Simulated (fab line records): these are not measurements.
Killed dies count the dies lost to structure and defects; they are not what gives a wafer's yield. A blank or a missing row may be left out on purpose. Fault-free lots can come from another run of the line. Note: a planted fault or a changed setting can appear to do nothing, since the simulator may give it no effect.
One fault through the eyes of 2 desks / flow gf180mcu / each desk holds nothing but its own numbers, with what lay behind them at the end

== METROLOGY DESK ==
Means of the sampled wafers that have a number, per lot and without regard to the tool the lot ran on: this is what the gauges read. Any lot whose mean is over 4 standard deviations away from the usual mean is out of limits and marked OUT; that distance is given in the brackets.
Columns: A = PSD_OVL at GF_PSD_OVL_MEAS_08, usual 0.3 nm; B = PSD_TW at GF_PSD_TW_MEAS_11, usual 3187; C = NSD_RS at GF_PSD_RS_MEAS_14, usual 46.19 ohm/sq; D = PSD_RS at GF_PSD_RS_MEAS_15, usual 108.69 ohm/sq; E = SAB_CVD_00_THK at GF_SAB_THK_MEAS_01, usual 49.8 nm; F = cd_nm at GF_SAB_CD_MEAS_09, usual 420.4 nm; G = SAB_OVL at GF_SAB_OVL_MEAS_10, usual 0.1 nm
lot=L939; first seen here=day 14 05:32; A=2.8; B=3189; C=46.19; D=108.75; E=50.7; F=419.9; G=0.5
lot=L941; first seen here=day 14 22:54; A=-0.6; B=3173; C=46.24; D=108.83; E=49.3; F=420.7; G=-0.8
lot=L945; first seen here=day 16 04:08; A=0.0; B=3203; C=46.11; D=108.52; E=49.6; F=423.6; G=-0.1
lot=L959; first seen here=day 21 01:58; A=0.8; B=3212; C=46.25; D=109.13; E=49.4; F=419.3; G=1.4
lot=L962; first seen here=day 22 09:56; A=1.0; B=3231; C=46.17; D=108.64; E=50.2; F=423.2; G=-0.3
This desk's verdict: no lot among the 5 shows anything out of limits.

== TOOL OWNER'S DESK, litho_track-02 ==
The tool's own readings at GF_SAB_COAT_04 (resist thk 1000 nm): means of the sampled wafers that have a number, for each lot that ran on this tool. Any lot whose mean is over 4 standard deviations away from the usual mean is out of limits and marked OUT; that distance is given in the brackets.
Columns: A = spin_speed_rpm at GF_SAB_COAT_04, usual 3000.3 rpm
lot=L945; first seen here=day 16 15:58; A=2996.7
lot=L959; first seen here=day 21 14:44; A=3001.3
This desk's verdict: no lot among the 2 shows anything out of limits.

== BROUGHT TOGETHER ==
At the metrology desk, nothing out of limits was observed.
The tool owner's desk saw nothing out of limits.

== WHAT THE SIMULATOR HAD INSERTED ==
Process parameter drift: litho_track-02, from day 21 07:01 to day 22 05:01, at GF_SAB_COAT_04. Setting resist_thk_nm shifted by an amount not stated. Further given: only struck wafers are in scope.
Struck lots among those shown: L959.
